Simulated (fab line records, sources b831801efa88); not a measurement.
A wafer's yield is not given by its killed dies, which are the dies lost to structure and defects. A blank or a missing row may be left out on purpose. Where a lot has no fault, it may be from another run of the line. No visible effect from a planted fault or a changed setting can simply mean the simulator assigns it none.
Struck lot and sound lot, side by side | flow sky130 | 18 out of 708 route steps
Sound: these wafers, L502.2, L502.4, L502.6. Struck: wafers L508.2, L508.4 (left out: L508.5, a lot-mate that was not struck); the cause follows at the end.
Order at every step that has rows: each side's tool, ch and its chambers, its first start. Under that, the readings that differ: sound wafers | struck wafers | difference of the means | sigmas: that difference in standard deviations of wafers without a fault.
alike: a reading whose means differ by less than 2 such deviations, as well as words and numbers matching on both sides. not compared: withheld readings; readings where some wafer has no value; bounds like >300 that might hide an equal value; numbers whose values overlap and for which the record gives no deviation.
The two part at a step that has a row with sigmas, a row that says differs or no value, or rows on one side only. When numbers do not overlap yet have no deviation, they are printed without sigmas and do not part them. A reading that every wafer of one side lacks parts them only if that side has two wafers or more.

first, 2 steps without rows for these wafers: SKY_CONTACT_PEB_12; SKY_CONTACT_DEVELOP_13 (develop time 60 s).
SKY_CONTACT_CD_MEAS_14 targets a cd of 170 nm.
  sound on cd-sem-01, day 32 03:09; struck on cd-sem-02, day 34 18:33
  alike: cd-nm
SKY_CONTACT_OVL_MEAS_15:
  sound on overlay-01, day 32 03:15; struck on overlay-01, day 34 18:40
  alike: CONTACT_OVL
SKY_CONTACT_ETCH_16: etches BARC in N2/H2, stops on SiO2, time 45.9 s, target depth 60 nm.
  sound on rie-diel-02 ch 1,3, day 32 03:17; struck on rie-diel-02 ch 0,1, day 34 18:41
  alike: bias-w, drypump-motor-current-A, oes-product-au, rf-fwd-power-W, throttle-valve-pct
  not compared: rf-hours-counter-h
SKY_CONTACT_ETCH_17: etches SiO2 in C4F8/O2/Ar, stops on Si3N4, target depth 340 nm.
  sound on rie-diel-02 ch 1,3, day 32 03:19; struck on rie-diel-02 ch 0,1, day 34 18:44
  alike: bias-w, oes-product-au, rf-fwd-power-W
then, 1 step without rows for these wafers: SKY_CONTACT_ETCH_18 (etches Si3N4 in CHF3/O2, stops on TiN, time 39 s, target depth 75 nm).
SKY_CONTACT_STRIP_19: strips in O2/N2.
  sound on plasma-asher-01 ch 0,1, day 32 03:25; struck on plasma-asher-02 ch 0,1, day 34 18:49
  alike: drypump-motor-current-A, oes-product-au, strip-time-to-endpoint-s
  not compared: rf-hours-counter-h
then, 3 steps without rows for these wafers: SKY_CONTACT_STRIP_20 (strips in post etch residue remover, time 1200 s); SKY_CONTACT_CLEAN_21 (cleans in IPA, time 180 s); SKY_CONTACT_CLEAN_22 (cleans in O3/DIW).
SKY_CONTACT_SPUTTER_23: material TiN, target thk 20 nm, time 80 s.
  sound on pvd-sputter-04, day 32 04:01; struck on pvd-sputter-01, day 34 19:27
  alike: throttle-valve-pct
SKY_CONTACT_CVD_24: deposits W, target thk 340 nm, time 102.12 s.
  sound on cvd-w-01 ch 0, day 32 04:04; struck on cvd-w-01 ch 0, day 34 19:31
  reading                               | sound           | struck      | difference | sigmas
  model.W_of_CONTACT_CVD_24.thk-nm (nm) | 334 333.9 337.3 | 490.5 485.3 | +152.8     |
  alike: heater-power-w
SKY_CONTACT_RS_MEAS_25: measurement is done with a four-point probe.
  sound on film-metro-04, day 32 04:12; struck on film-metro-01, day 34 19:56
  reading               | sound             | struck      | difference | sigmas
  CONTACT_W_RS (ohm/sq) | 0.345 0.344 0.341 | 0.233 0.235 | -0.109     | -17
  not compared: hold
SKY_CONTACT_THK_MEAS_26: measures by xrf.
  sound on film-metro-04, day 32 04:19; struck on film-metro-01, day 34 23:16
  reading            | sound       | struck  | difference | sigmas
  CONTACT_W_THK (nm) | 336 336 339 | 497 488 | +156       | +22
  not compared: hold
SKY_CONTACT_CMP_27: polishes, stops on SiO2, t overpolish 15 s, target thk 0 nm.
  sound on cmp-02 ch 0,2, day 32 04:25; struck on cmp-02 ch 0,3, day 35 01:54
  reading                | sound    | struck                                            | difference                   | sigmas
  hold                   | - - -    | await-dispo/2.5h/release await-dispo/2.5h/release | no value on the sound wafers |
  time-to-endpoint-s (s) | 84 86 84 | 115 116                                           | +31                          | +6
  alike: motor-current-A
SKY_METAL1_SPUTTER_00: material Ti, target thk 15 nm, time 10 s.
  sound on pvd-sputter-01, day 32 04:40; struck on pvd-sputter-03, day 35 02:06
  alike: throttle-valve-pct
SKY_PAD_OPEN_PROBE_99:
  the record holds rows for the sound wafers here (prober-02, day 46 04:50) but none for the struck ones

== WHERE THEY PART ==
Last at SKY_PAD_OPEN_PROBE_99 as far as this record goes, first at SKY_CONTACT_RS_MEAS_25.

WHY: the cause the simulator had injected
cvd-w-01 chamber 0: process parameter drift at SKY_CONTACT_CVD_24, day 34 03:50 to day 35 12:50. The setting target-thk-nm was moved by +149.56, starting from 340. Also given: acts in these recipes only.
